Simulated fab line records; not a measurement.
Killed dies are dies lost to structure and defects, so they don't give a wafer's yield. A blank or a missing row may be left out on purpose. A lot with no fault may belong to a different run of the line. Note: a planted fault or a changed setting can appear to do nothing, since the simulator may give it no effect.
Which of the tools did it? ; flow gf180mcu ; 7 lots with 21 wafers sampled at 2 steps, on a route of 602 steps

WHAT EACH GAUGE READ, for each wafer
GF_V4_THK_MEAS_03.
lot;measured;on;V4_CVD_02_THK (nm)
L921;day 23 19:18;film_metro-04;854 837 856
L924;day 24 23:02;film_metro-02;841 853 856
L926;day 25 18:04;film_metro-03;839 843 847
L928;day 26 10:41;film_metro-04;847 855 868
L930;day 27 02:38;film_metro-03;855 860 868
L932;day 27 17:12;film_metro-04;854 849 863
L935;day 28 15:28;film_metro-03;846 848 858

EACH LOT AND THE TOOL THAT RAN IT (in order: tool; ch and the chambers of the sampled wafers; start)
lot;GF_V4_CVD_02
L921;pecvd-04 ch 0,2, day 23 19:13
L924;pecvd-03 ch 1,2, day 24 22:58
L926;pecvd-04 ch 0,1,2, day 25 18:00
L928;pecvd-03 ch 0,2, day 26 10:35
L930;pecvd-04 ch 1,2, day 27 02:34
L932;pecvd-03 ch 0,1, day 27 17:08
L935;pecvd-02 ch 0,1,2, day 28 15:23
- GF_V4_CVD_02: deposits SiO2 from TEOS, target thk 850 nm, time 94.851 s.

THE ANSWER, worked out from the rows above alone
Rule: the usual values come from the lots themselves. Put in order of their means at a reading, lots are off if they are a third of the lots or fewer, leave a main group of 4 or more, and stand apart from it by a gap of 3 or more times the standard deviation of the main group's means; of several such gaps the widest counts. The tables above print the reading to a certain number of digits; a main group whose means all agree to those digits is not used. A lot without any number at a reading at which 4 lots or more have one is off too. Any other lot the step has rows for is counted as sound.
No lot is off on any of the readings shown, so nothing can be concluded from this.

WHAT THE SIMULATOR HAD PUT IN
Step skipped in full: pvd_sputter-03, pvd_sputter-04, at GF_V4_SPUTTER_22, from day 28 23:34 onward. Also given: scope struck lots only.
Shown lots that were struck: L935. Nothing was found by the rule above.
